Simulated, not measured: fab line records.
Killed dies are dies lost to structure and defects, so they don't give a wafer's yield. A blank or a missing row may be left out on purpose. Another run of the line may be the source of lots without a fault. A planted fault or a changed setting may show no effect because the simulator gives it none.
8D (eight disciplines) problem report, filled in by code / flow sky130 / the parts of the form that need people (team, actions taken, sign-off) are left out

1. WHAT WENT WRONG
METAL5_ALCU_RS at SKY_METAL5_RS_MEAS_05 reads a mean of 0.0216 ohm/sq on 6 wafers of 2 lots; wafers without a fault read 0.0270 ohm/sq with a standard deviation of 0.00033. Measured from the usual mean, that is -16 standard deviations.
The step: measures by four-point-probe.
First seen on wafer L866.2, day 45 20:41, on film metro-04. The record holds 42 wafers of 14 lots with a number at this step. By rule, "out" or "out of limits" means more than 4 standard deviations away from the usual mean. The rest of the wafers with a number are treated as sound.

2. WHAT IT IS, WHAT IT ISN'T
question=which readings at this step | is=METAL5_ALCU_RS | is not=-
question=which lots | is=L866, L869 | is not=L859, L860, L865, L867, L871, L872, L873, L874, L878, L879, L880, L882
question=which wafers of those lots | is=all that have a number | is not=-
question=read on which gauges | is=film metro-01, film metro-04 | is not=film metro-03
question=when | is=from day 45 20:41 | is not=up to then (12 sound wafers); but 24 sound wafers of L871, L872, L873, L874, L878, L879, L880, L882 came after

3. WHAT RULES OUT EACH SUSPECT
Counting: a tool stays on the suspect list if, at a process step up to the reading, it processed all lots that are out and no sound lot following the first of them.
- ruled out: the gauge at SKY_METAL5_RS_MEAS_05. Those wafers that are out were read across 2 gauges (film metro-01, film metro-04).
- rie diel-03 at SKY_VIA2_ETCH_15 (etches SiO2 in C4F8/O2/Ar, stops on TiN, target depth 546 nm, time 84 s): ruled out as a lasting fault. After its first lot that is out, L866 (day 39 14:21), sound lots L871, L873, L880 ran on it.
- pvd sputter-03 at SKY_METAL5_SPUTTER_02 (material AlCu, target thk 1150 nm, time 61.2 s): ruled out as a lasting fault. After its first lot that is out, L866 (day 45 20:32), sound lots L880 ran on it.
Left after counting: nothing in the record.

4. THE CAUSE (what the simulator had put in)
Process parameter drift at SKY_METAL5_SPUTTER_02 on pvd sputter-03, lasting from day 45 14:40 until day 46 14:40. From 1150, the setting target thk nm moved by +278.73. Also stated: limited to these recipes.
The count ruled it out by mistake, since the rule takes a fault to strike every lot its tool runs from the start of the fault on, and this one did not do so.

5. THE EFFECT CHAIN, in route order
Each row: a reading whose mean over the struck wafers that have a number lies more than 3 standard deviations from the usual. Only readings whose record carries a usual standard deviation are examined. hours: median over the lots of the time between each lot's start at the first step of this table that gives one and its start at this step. sigmas: the change, counted in usual standard deviations.
hours=0; step=SKY_METAL5_RS_MEAS_05; reading=METAL5_ALCU_RS; usual=0.0270 ohm/sq; on struck wafers=0.0216; change=-0.0054; sigmas=-16
hours=0; step=SKY_METAL5_THK_MEAS_06; reading=METAL5_ALCU_THK; usual=1147 nm; on struck wafers=1434; change=+287; sigmas=+19
hours=20; step=SKY_METAL5_METAL_ETCH_15; reading=oes product au; usual=0.894 a.u.; on struck wafers=0.993; change=+0.099; sigmas=+19
Process steps it contains:
- SKY_METAL5_METAL_ETCH_15: etches the open film in Cl2/BCl3, stops on SiO2, target depth 1260 nm, time 252 s.

6. WHAT WOULD HAVE CAUGHT IT SOONER
The first out-of-limits reading at a measuring or inspecting step in this record came at day 45 20:41, 6 hours after the fault's start at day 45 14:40.
Tool readings at SKY_METAL5_SPUTTER_02 with a usual standard deviation given in the record: none out on any struck wafer, hence no alarm at a limit of 4 standard deviations on them.
